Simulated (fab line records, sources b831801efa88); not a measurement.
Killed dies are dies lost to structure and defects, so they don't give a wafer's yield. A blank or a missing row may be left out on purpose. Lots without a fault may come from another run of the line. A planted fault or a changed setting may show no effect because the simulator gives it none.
A struck lot beside a sound one | flow sky130 | 14 steps out of a route of 708
Sound: wafers L395.2, L395.5, L395.6. Struck: wafers L406.1, L406.3, L406.5. The cause comes at the end.
At each step with rows: each side's tool, then ch and its chambers, then its first start. Under that, the readings that differ: sound wafers | struck wafers | difference of the means | sigmas: that difference in standard deviations of wafers without a fault.
alike: readings whose means differ by less than 2 such deviations, and words and numbers that are the same on both sides. not compared: withheld readings, readings that some wafer has no value for, bounds like >300 that may hide the same value, and numbers for which the record gives no deviation and whose values overlap.
The two part at a step that has a row with sigmas, a row that says differs or no value, or rows on one side only. Numbers that don't overlap but have no deviation are shown without sigmas and don't part them. A reading that every wafer of one side lacks parts them only if that side has two wafers or more.

first, 4 steps without rows for these wafers: SKY_VIA2_STRIP_16 (strips in O2/N2); SKY_VIA2_STRIP_17 (strips in post etch residue remover, time 1200 s); SKY_VIA2_CLEAN_18 (cleans in IPA, time 180 s); SKY_VIA2_CLEAN_19 (cleans in O3/DIW).
SKY_VIA2_SPUTTER_20: material TiN, target thk 20 nm, time 80 s.
  sound on pvd_sputter-02, day 37 16:26; struck on pvd_sputter-04, day 40 19:28
  alike: cathode_dc_power_W, chamber_pressure_pa, throttle_valve_pct
SKY_VIA2_CVD_21: deposits W, target thk 420 nm, time 126.4 s.
  sound on cvd_w-02 ch 0,1, day 37 16:29; struck on cvd_w-02 ch 1, day 40 19:32
  alike: heater_power_w
SKY_VIA2_RS_MEAS_22: measures by four-point-probe.
  sound on film_metro-02, day 37 16:38; struck on film_metro-04, day 40 19:40
  alike: VIA2_W_RS
SKY_VIA2_THK_MEAS_23: measures by xrf.
  sound on film_metro-02, day 37 16:45; struck on film_metro-04, day 40 19:47
  alike: VIA2_W_THK
SKY_VIA2_CMP_24: polishes, stops on SiO2, t overpolish 20 s, target thk 0 nm.
  sound on cmp-02 ch 1,2, day 37 16:51; struck on cmp-01 ch 2,3, day 40 19:53
  alike: motor_current_A, overpolish_run_s, time_to_endpoint_s
then, 1 step without rows for these wafers: SKY_METAL3_SPUTTER_00 (material Ti, target thk 15 nm, time 10 s).
SKY_METAL3_SPUTTER_01: material TiN, target thk 20 nm, time 16.7 s.
  sound on pvd_sputter-03, day 37 17:08; struck on pvd_sputter-04, day 40 20:10
  alike: cathode_dc_power_W, chamber_pressure_pa, throttle_valve_pct
then, 1 step without rows for these wafers: SKY_METAL3_SPUTTER_02 (material AlCu, target thk 735 nm, time 39.1 s).
SKY_METAL3_SPUTTER_03: material Ti, target thk 5 nm, time 3.3 s.
  sound on pvd_sputter-03, day 37 17:12; struck on pvd_sputter-04, day 40 20:14
  no value came back on the struck wafers for cathode_dc_power_W (W), chamber_pressure_pa (Pa), throttle_valve_pct (%); on the sound wafers cathode_dc_power_W (W) reads 3000.3 2999.2 3000.9
SKY_METAL3_SPUTTER_04: material TiN, target thk 70 nm, time 58.3 s.
  sound on pvd_sputter-03, day 37 17:13; struck on pvd_sputter-04, day 40 20:15
  alike: cathode_dc_power_W, chamber_pressure_pa, throttle_valve_pct

WHERE THEY PART
Only at SKY_METAL3_SPUTTER_03, within this record. Later steps at which nothing parts them and some readings are alike: SKY_METAL3_SPUTTER_04.

WHY: what the simulator had put in
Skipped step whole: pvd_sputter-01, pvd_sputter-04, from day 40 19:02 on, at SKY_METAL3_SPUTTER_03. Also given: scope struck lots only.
